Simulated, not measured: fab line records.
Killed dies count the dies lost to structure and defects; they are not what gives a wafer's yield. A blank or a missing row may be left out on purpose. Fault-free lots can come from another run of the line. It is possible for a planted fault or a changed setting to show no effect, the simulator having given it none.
Chamber matching ; flow gf180mcu ; GF_V4_CMP_26 on cmp-01: 4 sister chambers
The step polishes, stops on SiO2, t overpolish 15 s, target thk 0 nm. 8 wafers are shown with their chamber, then 12 later ones without.

WAFERS PAIRED WITH THEIR CHAMBERS
wafer;chamber;motor_current_A (A);time_to_endpoint_s (s)
L088.2;0;10.6;78
L090.1;1;11.9;79
L090.4;2;11.4;84
L090.3;0;10.6;76
L090.6;2;11.5;83
L093.2;1;12.1;80
L093.3;3;9.3;78
L093.5;3;9.9;81

WAFERS WHOSE CHAMBER IS MISSING
wafer;motor_current_A (A);time_to_endpoint_s (s)
L093.1;11.2;84
L093.4;10.0;76
L093.6;10.0;77
L094.2;11.1;89
L094.3;10.2;81
L094.6;11.5;80
L096.2;9.5;80
L096.3;11.1;86
L096.6;9.7;79
L097.1;12.0;81
L097.2;9.6;79
L097.3;11.9;83

CHAMBER TAKEN BY EACH
wafer;from the rows above;in truth
L093.1;2;2
L093.4;can't be placed: 0 or 3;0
L093.6;can't be placed: 3 or 0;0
L094.2;2;2
L094.3;can't be placed: 3 or 0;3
L094.6;can't be placed: 1 or 2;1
L096.2;3;3
L096.3;2;2
L096.6;3;3
L097.1;can't be placed: 1 or 2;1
L097.2;3;3
L097.3;can't be placed: 2 or 1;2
6 of 12 placed correctly. Cannot be placed on the basis of these rows: 6; the candidates contain the true chamber in 6. 0 placed wrongly.
How it was worked out, from the rows above alone: a wafer's distance from a chamber is the root of the sum, over the readings, of the square of ((its reading less the chamber's mean) divided by the reading's scatter). The wafer belongs to the nearest chamber; if the next one is less than 2 further off, it can't be placed. The mean given for a chamber averages the wafers shown for that chamber. The scatter: take each reading less its chamber's mean, square it, sum over the shown wafers, divide by the number of wafers less the number of chambers, and take the root.
